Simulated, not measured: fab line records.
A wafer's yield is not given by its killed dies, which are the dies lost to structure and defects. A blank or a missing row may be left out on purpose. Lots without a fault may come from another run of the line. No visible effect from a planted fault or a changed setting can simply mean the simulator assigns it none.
A sampling plan put to the test	flow sky130	11 faults told of in these records, all on one fab line, each judged by the records of the lots it struck
The line's own looks make up the plan; these are the steps of the route where a gauge or inspection reads the wafer and leaves it unchanged. A look can be judged if struck wafers have a number there and the file gives its usual mean and standard deviation on fault-free wafers. Caught: 4 or more of those standard deviations (sigma) separate the usual mean from the mean of the struck wafers at a look after the fault's first step. On the tool: the same test on the tool's own readings at the fault's steps. A different recipe on the struck wafers counts as caught too, as does a record blank only for those wafers.

== THE FAULTS, as the simulator had put them in ==
1. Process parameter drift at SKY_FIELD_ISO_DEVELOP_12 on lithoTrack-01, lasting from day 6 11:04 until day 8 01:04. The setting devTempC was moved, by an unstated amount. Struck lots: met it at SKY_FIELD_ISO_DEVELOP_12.
2. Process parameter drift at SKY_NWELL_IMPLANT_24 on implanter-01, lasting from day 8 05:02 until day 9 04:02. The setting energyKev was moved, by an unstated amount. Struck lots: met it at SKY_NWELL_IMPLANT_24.
3. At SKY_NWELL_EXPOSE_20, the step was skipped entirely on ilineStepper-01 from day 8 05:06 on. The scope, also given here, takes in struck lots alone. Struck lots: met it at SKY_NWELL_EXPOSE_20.
4. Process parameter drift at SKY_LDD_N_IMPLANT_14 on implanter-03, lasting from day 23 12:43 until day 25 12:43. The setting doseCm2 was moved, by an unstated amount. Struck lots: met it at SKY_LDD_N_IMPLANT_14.
5. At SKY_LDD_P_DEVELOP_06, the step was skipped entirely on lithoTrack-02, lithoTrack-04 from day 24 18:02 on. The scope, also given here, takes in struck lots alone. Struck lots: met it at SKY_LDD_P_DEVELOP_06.
6. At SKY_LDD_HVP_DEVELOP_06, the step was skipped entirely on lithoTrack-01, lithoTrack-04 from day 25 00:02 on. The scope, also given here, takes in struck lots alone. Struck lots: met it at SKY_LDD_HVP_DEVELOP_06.
7. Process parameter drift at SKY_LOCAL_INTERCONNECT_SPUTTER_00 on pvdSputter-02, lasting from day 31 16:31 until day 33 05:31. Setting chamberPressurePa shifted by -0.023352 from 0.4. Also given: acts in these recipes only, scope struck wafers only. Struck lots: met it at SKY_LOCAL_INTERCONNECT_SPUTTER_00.
8. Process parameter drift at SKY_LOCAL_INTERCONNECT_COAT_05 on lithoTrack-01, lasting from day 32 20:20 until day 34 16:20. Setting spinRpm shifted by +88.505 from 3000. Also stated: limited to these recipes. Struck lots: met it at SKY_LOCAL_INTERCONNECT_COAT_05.
9. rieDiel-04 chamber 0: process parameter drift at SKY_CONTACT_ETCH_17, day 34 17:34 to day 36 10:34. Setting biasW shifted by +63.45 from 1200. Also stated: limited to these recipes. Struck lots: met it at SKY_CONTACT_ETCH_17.
10. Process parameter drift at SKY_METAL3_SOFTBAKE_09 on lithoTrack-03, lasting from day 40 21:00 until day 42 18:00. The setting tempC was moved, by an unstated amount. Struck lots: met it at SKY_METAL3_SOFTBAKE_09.
11. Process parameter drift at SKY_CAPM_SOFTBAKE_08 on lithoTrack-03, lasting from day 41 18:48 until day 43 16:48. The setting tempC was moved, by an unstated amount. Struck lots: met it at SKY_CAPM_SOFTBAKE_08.

== WHAT THE PLAN SAW ==
fault	on the tool itself	first look that catches it	reading, sigma	median hours from its first step to that look	hours from the fault's start to the first struck lot there	judged looks passed uncaught
1	developerTempC -6.3 sigma	not the one look that can be judged after it	-	-	-	1
2	beamEnergyKeV -99 or beyond sigma	not the one look that can be judged after it	-	-	-	1
3	no reading that can be judged	none of the 2 looks that can be judged after it	-	-	-	2
4	doseIonsCm2 +13 sigma	not the one look that can be judged after it	-	-	-	1
5	the tool's record is blank for the struck wafers	no look after it can be judged	-	-	-	0
6	the tool's record is blank for the struck wafers	not the one look that can be judged after it	-	-	-	1
7	chamberPressurePa -28 sigma	no look after it can be judged	-	-	-	0
8	spinSpeedRpm +49 sigma	no look after it can be judged	-	-	-	0
9	biasW +18 sigma	no look after it can be judged	-	-	-	0
10	heaterPowerTotalW +21 sigma	no look after it can be judged	-	-	-	0
11	heaterPowerTotalW -49 sigma	no look after it can be judged	-	-	-	0
A dash: the fault is not caught, or the number is missing from these records.

Caught at a look: 0 of 11. Caught on the tool: 10 of 11. By one or the other: 10 of 11.
On the tool alone, faults 1, 2, 4, 5, 6, 7, 8, 9, 10, 11 were caught.
Caught by neither: fault 3.
